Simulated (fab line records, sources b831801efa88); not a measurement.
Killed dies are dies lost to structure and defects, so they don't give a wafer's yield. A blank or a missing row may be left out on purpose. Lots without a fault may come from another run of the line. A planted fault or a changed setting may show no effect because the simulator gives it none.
Chamber matching | flow gf180mcu | GF_V3_CMP_26 on cmp-02: 4 sister chambers
The step polishes, stops on SiO2, t overpolish 15 s, target thk 0 nm. 4 wafers are shown with their chamber, then 7 later ones without.

WAFERS WITH THEIR CHAMBER
wafer  | chamber | motor_current_A (A)
L281.2 | 3       | 11.3
L283.5 | 0       | 9.2
L285.2 | 1       | 11.9
L285.5 | 2       | 10.2

WAFERS WITHOUT THEIR CHAMBER
wafer  | motor_current_A (A)
L285.6 | 10.6
L287.2 | 9.6
L287.5 | 10.6
L287.6 | 9.8
L297.2 | 10.7
L297.4 | 10.3
L297.5 | 12.7

WHICH CHAMBER EACH WENT THROUGH
wafer  | from the rows above          | in truth
L285.6 | can't be placed: 2 or 3 or 1 | 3
L287.2 | can't be placed: 0 or 2      | 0
L287.5 | can't be placed: 2 or 3 or 1 | 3
L287.6 | can't be placed: 2 or 0      | 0
L297.2 | can't be placed: 2 or 3 or 1 | 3
L297.4 | can't be placed: 2 or 3      | 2
L297.5 | can't be placed: 1 or 3      | 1
Placed correctly: 0 of 7. Can't be placed from these rows: 7 (the true chamber is among the candidates in 7). Placed wrongly: 0.
How it was worked out, from the rows above alone: a wafer's distance from a chamber is the root of the sum, over the readings, of the square of ((its reading less the chamber's mean) divided by the reading's scatter). The wafer belongs to the nearest chamber; if the next one is less than 2 further off, it can't be placed. A chamber's mean is the mean of its shown wafers. The scatter: with one shown wafer a chamber, the root of the mean of the squares of how far each hidden wafer lies from its nearest shown one.
